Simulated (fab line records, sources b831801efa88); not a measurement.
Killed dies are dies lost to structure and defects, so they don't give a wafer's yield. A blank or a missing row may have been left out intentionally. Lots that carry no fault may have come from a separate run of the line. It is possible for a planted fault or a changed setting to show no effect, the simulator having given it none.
A single fault, viewed from 2 desks    flow sky130    each desk holds nothing but its own numbers, with what lay behind them at the end

== THE METROLOGY DESK ==
Means of the sampled wafers that have a number, per lot and without regard to the tool the lot ran on: this is what the gauges read. If a lot's mean is further than 4 standard deviations from the usual mean, the lot is out of limits and carries the mark OUT (the distance appears in the brackets).
Columns: A = NWELL_2_TW at SKY_NWELL_TW_MEAS_26, usual 499; B = LDD_N_OVL at SKY_LDD_N_OVL_MEAS_07, usual -0.3 nm
lot   first seen here  A                     B
L168  day 5 09:57      495                   0.4
L169  day 5 11:59      505                   -0.4
L171  day 6 00:04      495                   0.0
L172  day 6 08:19      30 (-99 or more) OUT  0.9
L180  day 8 05:22      497                   0.2
L181  day 9 01:29      495                   0.8
L182  day 9 01:43      496                   0.8
L183  day 9 08:29      501                   -1.3
L184  day 9 11:28      502                   0.7
L186  day 9 20:34      495                   0.2
L189  day 10 14:22     500                   -1.3
L190  day 11 00:43     497                   0.5
L191  day 11 03:41     499                   -1.5
This desk finds L172 out of limits, with the earliest case on L172 at day 6 08:19 (NWELL_2_TW at SKY_NWELL_TW_MEAS_26). L168, L169, L171, L180, L181, L182, L183, L184, L186, L189, L190, L191: within limits.

== DESK OF THE TOOL OWNER: plasmaAsher-02 ==
The tool's own readings at SKY_NWELL_STRIP_14 (strips in O2/N2): means of the sampled wafers that have a number, for each lot that ran on this tool. If a lot's mean is further than 4 standard deviations from the usual mean, the lot is out of limits and carries the mark OUT (the distance appears in the brackets).
Columns: A = drypumpMotorCurrentA at SKY_NWELL_STRIP_14, usual 5.9 A; B = oesProductAu at SKY_NWELL_STRIP_14, usual 0.723 a.u.; C = stripTimeToEndpointS at SKY_NWELL_STRIP_14, usual 36.91 s
lot   first seen here  A    B                C
L168  day 4 16:10      5.7  0.726            36.94
L169  day 4 18:02      5.7  0.721            36.79
L171  day 5 06:21      5.7  0.724            36.90
L172  day 5 15:05      5.7  0.921 (+44) OUT  -
L189  day 9 15:47      5.7  0.719            36.87
This desk's finding: out of limits on L172; first on L172, day 5 15:05 (oesProductAu at SKY_NWELL_STRIP_14). L168, L169, L171, L189: within limits.

== ALL TOGETHER ==
The tool owner's desk could have raised an alarm at day 5 15:05, on L172.
At day 6 08:19 the metrology desk could have sounded an alarm, on L172.
Every lot named ran SKY_NWELL_STRIP_14 on plasmaAsher-02.

== WHAT THE SIMULATOR HAD PUT IN ==
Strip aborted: plasmaAsher-02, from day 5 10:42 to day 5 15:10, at SKY_NWELL_STRIP_14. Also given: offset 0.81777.
Shown lots that were struck: L172.
Fault start to first reading out of limits, in hours, per desk: tool owner, 4; metrology, 22.
